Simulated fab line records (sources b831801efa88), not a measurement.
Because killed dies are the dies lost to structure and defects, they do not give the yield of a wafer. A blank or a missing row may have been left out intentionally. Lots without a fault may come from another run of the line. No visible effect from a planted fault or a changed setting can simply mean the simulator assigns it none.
A struck lot beside a sound one -- flow sky130 -- 32 out of 708 route steps
Sound: the wafers L116.1, L116.2, L116.4. Struck: wafer L123.3 (left out: L123.1, L123.4 of the same lot, which were not struck); the cause appears at the end.
For every step that has rows: the tool of each side, followed by ch and its chambers, followed by its first start. Under that, the readings that differ: sound wafers -- struck wafers -- difference of the means -- sigmas: that difference in standard deviations of wafers without a fault.
alike: a reading whose means differ by less than 2 such deviations, as well as words and numbers matching on both sides. not compared: withheld readings; readings where some wafer has no value; bounds like >300 that might hide an equal value; numbers whose values overlap and for which the record gives no deviation.
A row with sigmas, a row that says differs or no value, or rows on one side alone: a step with any of these is where the two part. Numbers that don't overlap but have no deviation are shown without sigmas and don't part them. A reading missing from all wafers of one side parts the sides only when that side holds two or more wafers.

SKY_CAP2M_THK_MEAS_01:
  struck on filmMetro-02, day 42 19:43; sound on filmMetro-04, day 40 19:46
  alike: CAP2M_CVD_00_THK
SKY_CAP2M_SPUTTER_02: material TiN, target thk 200 nm, time 166.7 s.
  struck on pvdSputter-01, day 42 19:46; sound on pvdSputter-03, day 40 19:49
  alike: throttleValvePct
SKY_CAP2M_RS_MEAS_03: uses a four-point probe to measure.
  struck on filmMetro-01, day 42 19:53; sound on filmMetro-01, day 40 19:56
  alike: CAP2M_TIN_RS
SKY_CAP2M_THK_MEAS_04: measures by xrf.
  struck on filmMetro-01, day 42 20:00; sound on filmMetro-01, day 40 20:03
  alike: CAP2M_TIN_THK
then, 7 steps without rows for these wafers: SKY_CAP2M_DEHYDRATE_05 (time 60 s); SKY_CAP2M_HMDS_06 (prime time 60 s); SKY_CAP2M_COAT_07 (resist thk 1140 nm); SKY_CAP2M_SOFTBAKE_08 (time 60 s); SKY_CAP2M_EXPOSE_09 (exposes mask CAP2M, target cd 1000 nm); SKY_CAP2M_PEB_10; SKY_CAP2M_DEVELOP_11 (develop time 60 s).
SKY_CAP2M_OVL_MEAS_12:
  struck on overlay-01, day 43 18:13; sound on overlay-01, day 41 20:16
  alike: CAP2M_OVL
SKY_CAP2M_METAL_ETCH_13: etches TiN in Cl2/BCl3, stops on SiO2, target depth 220 nm, time 62.9 s.
  sound on rieMetal-02 ch 0,1, day 41 20:18; struck on rieMetal-04 ch 0, day 43 18:16
reading,sound,struck,difference,sigmas
oesProductAu (a.u.),0.950 0.945 0.933,0.917,-0.026,-3
runLengthS (s),90.98 92.19 90.90,94.51,+3.15,+11
model.SiO2_of_CAP2M_CVD_00.thkNm (nm),15.05 15.77 15.12,14.19,-1.12,
  alike: drypumpMotorCurrentA, throttleValvePct
  not compared: rfHoursCounterH, model.NOVOLAK_of_CAP2M_COAT_07.thkNm
SKY_CAP2M_STRIP_14: strips in O2/N2.
  sound on plasmaAsher-03 ch 0,1, day 41 20:23; struck on plasmaAsher-04 ch 1, day 43 18:20
  alike: drypumpMotorCurrentA, oesProductAu, stripTimeToEndpointS
  not compared: rfHoursCounterH
then, 11 steps without rows for these wafers: SKY_CAP2M_STRIP_15 (strips in post etch residue remover, time 1200 s); SKY_CAP2M_CLEAN_16 (cleans in IPA, time 180 s); SKY_CAP2M_CLEAN_17 (cleans in O3/DIW); SKY_METAL4_DEHYDRATE_05 (time 60 s); SKY_METAL4_HMDS_06 (prime time 60 s); SKY_METAL4_COAT_07 (resist thk 60 nm); SKY_METAL4_COAT_08 (resist thk 1140 nm); SKY_METAL4_SOFTBAKE_09 (time 90 s); SKY_METAL4_EXPOSE_10 (exposes mask MM4, target cd 300 nm); SKY_METAL4_PEB_11; SKY_METAL4_DEVELOP_12 (develop time 60 s).
SKY_METAL4_CD_MEAS_13: target cd 300 nm.
  struck on cdSem-02, day 44 16:07; sound on cdSem-01, day 42 20:10
  alike: cdNm
SKY_METAL4_OVL_MEAS_14:
  struck on overlay-01, day 44 16:14; sound on overlay-02, day 42 20:17
  alike: METAL4_OVL
SKY_METAL4_DESCUM_15: chemistry O2, time 8 s.
  sound on rieMetal-01 ch 0,1, day 42 20:20; struck on rieMetal-04 ch 0, day 44 16:17
  alike: drypumpMotorCurrentA, oesProductAu
  not compared: rfHoursCounterH
SKY_METAL4_ETCH_16: etches BARC in N2/H2, stops on SiO2, time 88.2 s, target depth 60 nm.
  sound on rieMetal-01 ch 0,1, day 42 20:22; struck on rieMetal-04 ch 0, day 44 16:19
  alike: drypumpMotorCurrentA, h2FlowSccm, oesProductAu, runLengthS, throttleValvePct
  not compared: rfHoursCounterH
SKY_METAL4_ETCH_17: etches SiO2 in C4F8/O2/Ar, stops on TiN, time 3.9 s, target depth 15 nm.
  sound on rieDiel-03 ch 1,2,3, day 42 20:28; struck on rieDiel-03 ch 0, day 44 16:25
reading,sound,struck,difference,sigmas
oesProductAu (a.u.),0.741 0.769 0.741,0.727,-0.023,-3
rfHoursCounterH (h),20 26 19,17,-5,
model.etch.depthNm (nm),15.05 15.77 15.12,14.19,-1.12,
SKY_METAL4_METAL_ETCH_18: etches the open film in Cl2/BCl3, stops on SiO2, target depth 845 nm, time 183.1 s.
  sound on rieMetal-03 ch 0,1, day 42 20:28; struck on rieMetal-03 ch 0, day 44 16:25
  alike: drypumpMotorCurrentA, oesProductAu, runLengthS, throttleValvePct
  not compared: rfHoursCounterH
-- the record jumps here: 4 days lie between the struck wafers' starts before and after (it left off in module METAL4 and takes up again in module PAD_OPEN, whose first step shown is number 708 of the route) --
SKY_PAD_OPEN_PROBE_99:
  struck on prober-02, day 48 10:43; sound on prober-02, day 46 18:55
  alike: defectLimitedYield, killed_at_M0_to_M3, killed_at_M4_up, killedAtContacts, killedAtFrontEnd, killedAtOther, killedDies, killedOpen, killedShort, sort_bin_3_pad_short, sort_bin_5_function, sort_bin_6_memory, sortNPass, sortYieldPct

## WHERE THEY PART
First at SKY_CAP2M_METAL_ETCH_13; last, within this record, at SKY_METAL4_ETCH_17. Later steps at which nothing parts them and some readings are alike: SKY_METAL4_METAL_ETCH_18, SKY_PAD_OPEN_PROBE_99.

WHY: what the simulator had put in
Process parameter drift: rieMetal-04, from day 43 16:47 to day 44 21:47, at SKY_CAP2M_METAL_ETCH_13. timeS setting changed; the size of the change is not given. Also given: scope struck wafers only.
